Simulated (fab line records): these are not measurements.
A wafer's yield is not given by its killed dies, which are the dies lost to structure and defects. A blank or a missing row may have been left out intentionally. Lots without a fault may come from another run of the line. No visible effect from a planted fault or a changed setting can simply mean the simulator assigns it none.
The tool behind it: which one? :: flow sky130 :: 21 wafers from 7 lots sampled at 2 of the route's 708 steps

WHAT EACH GAUGE READ, for each wafer
SKY_LDD_N_OVL_MEAS_07.
lot: L854
measured: day 17 15:47
on: overlay-01
LDD_N_OVL (nm): 0.4 2.0 0.2

lot: L856
measured: day 18 13:13
on: overlay-02
LDD_N_OVL (nm): 1.3 1.2 1.6

lot: L860
measured: day 20 09:44
on: overlay-02
LDD_N_OVL (nm): 1.0 2.0 1.9

lot: L862
measured: day 21 06:30
on: overlay-02
LDD_N_OVL (nm): -0.2 -0.5 1.8

lot: L871
measured: day 24 00:07
on: overlay-01
LDD_N_OVL (nm): 2.7 3.5 2.1

lot: L872
measured: day 25 02:31
on: overlay-01
LDD_N_OVL (nm): 3.3 1.4 2.9

lot: L875
measured: day 26 01:45
on: overlay-01
LDD_N_OVL (nm): 2.5 2.8 3.1

WHICH TOOL RAN EACH LOT (tool, then ch and the chambers of the sampled wafers, then the start)
lot: L854
SKY_SONOS_ONO_STRIP_17: plasma_asher-04 ch 0,1, day 12 17:08

lot: L856
SKY_SONOS_ONO_STRIP_17: plasma_asher-02 ch 0,1, day 13 11:47

lot: L860
SKY_SONOS_ONO_STRIP_17: plasma_asher-02 ch 0,1, day 14 22:02

lot: L862
SKY_SONOS_ONO_STRIP_17: plasma_asher-01 ch 1, day 15 20:03

lot: L871
SKY_SONOS_ONO_STRIP_17: plasma_asher-01 ch 0,1, day 18 13:49

lot: L872
SKY_SONOS_ONO_STRIP_17: plasma_asher-01 ch 0,1, day 19 12:38

lot: L875
SKY_SONOS_ONO_STRIP_17: plasma_asher-02 ch 0,1, day 20 15:06
- SKY_SONOS_ONO_STRIP_17: strips in O2/N2.

THE ANSWER, worked out from the rows above alone
Rule: the lots themselves supply what counts as usual. The widest of any qualifying gaps counts: lots, ordered by their means at a reading, are off when they make up no more than a third of the lots, leave a main group of 4 or more, and stand apart from it by 3 or more times the standard deviation of that group's means. If all means in a main group match to the digits the tables above print for the reading, that group is not used. A lot without any number at a reading at which 4 lots or more have one is off too. The other lots that the step has rows for count as sound.
Nothing can be told from this: no lot is off at any reading shown.

WHAT THE SIMULATOR HAD INSERTED
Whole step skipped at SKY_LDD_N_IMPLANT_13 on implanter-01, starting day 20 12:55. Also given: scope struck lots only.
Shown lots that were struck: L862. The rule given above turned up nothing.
